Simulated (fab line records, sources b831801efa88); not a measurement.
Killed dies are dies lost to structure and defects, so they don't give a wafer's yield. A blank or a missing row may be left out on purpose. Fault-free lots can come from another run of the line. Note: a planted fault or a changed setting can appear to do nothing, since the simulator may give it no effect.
Which tool was responsible?	flow gf180mcu	Sampling: 13 lots, 39 wafers, 4 of 602 route steps

## WHAT THE GAUGES SHOWED, per wafer
GF_HV_LDD_OVL_MEAS_20.
lot	measured	on	HV_LDD_01_OVL (nm)
L687	day 10 19:07	overlay-02	-0.4 1.7 -0.9
L688	day 10 23:13	overlay-01	0.3 -0.8 -1.9
L690	day 11 16:37	overlay-02	0.4 1.8 1.3
L691	day 12 01:34	overlay-01	-0.5 -0.5 0.7
L692	day 12 13:28	overlay-02	2.9 1.7 2.8
L700	day 14 22:04	overlay-02	0.8 0.1 1.1
L701	day 15 04:01	overlay-02	0.8 0.5 0.1
L704	day 16 02:04	overlay-01	0.4 0.4 -0.7
L705	day 16 09:07	overlay-02	-0.1 -0.2 -0.9
L706	day 16 17:34	overlay-02	1.4 2.5 -0.3
L708	day 17 09:28	overlay-01	1.7 2.3 -0.4
L709	day 17 15:01	overlay-01	-0.3 0.0 0.8
L710	day 18 00:46	overlay-01	-1.5 0.1 -1.4

GF_HV_LDD_THK_MEAS_55.
lot	measured	on	HV_LDD_CVD_54_THK (nm)
L687	day 12 10:46	filmMetro-03	9.93 9.92 9.92
L688	day 12 16:31	filmMetro-03	10.12 10.12 10.15
L690	day 13 11:47	filmMetro-04	9.85 9.88 9.91
L691	day 13 19:44	filmMetro-04	9.91 9.86 9.81
L692	day 14 07:59	filmMetro-03	10.03 9.85 9.84
L700	day 16 20:37	filmMetro-02	9.79 9.84 9.92
L701	day 17 01:14	filmMetro-03	10.04 10.05 10.09
L704	day 18 01:56	filmMetro-04	10.18 10.26 10.19
L705	day 18 09:40	filmMetro-02	10.09 9.90 10.03
L706	day 18 18:29	filmMetro-04	10.02 10.07 9.97
L708	day 19 12:04	filmMetro-03	10.10 9.95 9.91
L709	day 19 17:44	filmMetro-04	10.22 10.10 10.16
L710	day 20 04:11	filmMetro-02	9.85 9.99 9.95

## WHICH TOOL RAN EACH LOT (tool, then ch and the chambers of the sampled wafers, then the start)
lot	GF_STI_STRIP_15	GF_NWELL_EXPOSE_04
L687	plasmaAsher-04 ch 0,1, day 2 02:16	ilineStepper-02 ch 0, day 3 03:37
L688	plasmaAsher-04 ch 0,1, day 2 07:40	ilineStepper-02 ch 0, day 3 06:05
L690	plasmaAsher-04 ch 0,1, day 2 19:02	ilineStepper-01 ch 0, day 3 17:59
L691	plasmaAsher-01 ch 0,1, day 2 22:08	ilineStepper-01 ch 0, day 3 22:07
L692	plasmaAsher-02 ch 0,1, day 3 03:35	ilineStepper-02 ch 0, day 4 04:40
L700	plasmaAsher-04 ch 0,1, day 4 20:28	ilineStepper-02 ch 0, day 6 01:05
L701	plasmaAsher-02 ch 0,1, day 5 01:38	ilineStepper-02 ch 0, day 6 06:14
L704	plasmaAsher-04 ch 0,1, day 5 17:43	ilineStepper-02 ch 0, day 6 21:01
L705	plasmaAsher-04 ch 0,1, day 5 22:32	ilineStepper-02 ch 0, day 7 01:38
L706	plasmaAsher-01 ch 0,1, day 6 03:14	ilineStepper-02 ch 0, day 7 05:41
L708	plasmaAsher-01 ch 0,1, day 6 13:44	ilineStepper-02 ch 0, day 7 17:28
L709	plasmaAsher-02 ch 0,1, day 6 19:02	ilineStepper-01 ch 0, day 7 23:19
L710	plasmaAsher-01 ch 0,1, day 6 23:41	ilineStepper-01 ch 0, day 8 03:44
- GF_STI_STRIP_15: strips in O2/N2.
- GF_NWELL_EXPOSE_04: exposes mask Nwell, target cd 860 nm.

## AS READ BY THE TOOLS THEMSELVES (means over the sampled wafers that have a number; for cases with no such wafer, the mark the record gives instead)
GF_STI_STRIP_15.
lot	tool	drypumpMotorCurrentA (A)	heaterPowerW (W)	oesProductAu (a.u.)	stripTimeToEndpointS (s)
L687	plasmaAsher-04	5.72	334	0.381	3.78
L688	plasmaAsher-04	5.46	332	0.385	3.75
L690	plasmaAsher-04	5.71	337	0.385	3.69
L691	plasmaAsher-01	5.85	327	0.386	3.75
L692	plasmaAsher-02	5.69	330	0.386	3.81
L700	plasmaAsher-04	5.69	336	0.383	3.73
L701	plasmaAsher-02	5.88	323	0.383	3.73
L704	plasmaAsher-04	5.46	328	0.381	3.73
L705	plasmaAsher-04	5.72	330	0.384	3.76
L706	plasmaAsher-01	5.88	342	0.389	3.79
L708	plasmaAsher-01	5.86	328	0.382	3.70
L709	plasmaAsher-02	5.88	319	0.381	3.74
L710	plasmaAsher-01	5.85	335	0.389	3.74

GF_NWELL_EXPOSE_04.
lot	tool	exposureDoseMJCm2	stageVelMmS (mm/s)
L687	ilineStepper-02	260.14	499.86
L688	ilineStepper-02	260.02	499.82
L690	ilineStepper-01	260.03	499.73
L691	ilineStepper-01	260.22	499.85
L692	ilineStepper-02	259.90	499.63
L700	ilineStepper-02	260.02	500.06
L701	ilineStepper-02	259.87	500.18
L704	ilineStepper-02	260.28	500.08
L705	ilineStepper-02	259.93	499.85
L706	ilineStepper-02	260.00	500.26
L708	ilineStepper-02	259.89	499.89
L709	ilineStepper-01	260.00	500.18
L710	ilineStepper-01	259.93	500.06

## THE ANSWER, worked out from the rows above alone
Rule: the usual values come from the lots themselves. Put in order of their means at a reading, lots are off if they are a third of the lots or fewer, leave a main group of 4 or more, and stand apart from it by a gap of 3 or more times the standard deviation of the main group's means; of several such gaps the widest counts. A main group whose means are all the same, to the digits that the tables above print for the reading, isn't used. A lot without any number at a reading at which 4 lots or more have one is off too. Any other lot the step has rows for is counted as sound. Order of review: gauges by route order, followed by the tools' own readings, for which a lot's mean as printed above is used. The first step at which some lot is off is used, and at that step the reading that is off furthest; a lot without a number counts as furthest.
No lot is off on any of the readings shown, so nothing can be concluded from this.

## WHAT THE SIMULATOR HAD INSERTED
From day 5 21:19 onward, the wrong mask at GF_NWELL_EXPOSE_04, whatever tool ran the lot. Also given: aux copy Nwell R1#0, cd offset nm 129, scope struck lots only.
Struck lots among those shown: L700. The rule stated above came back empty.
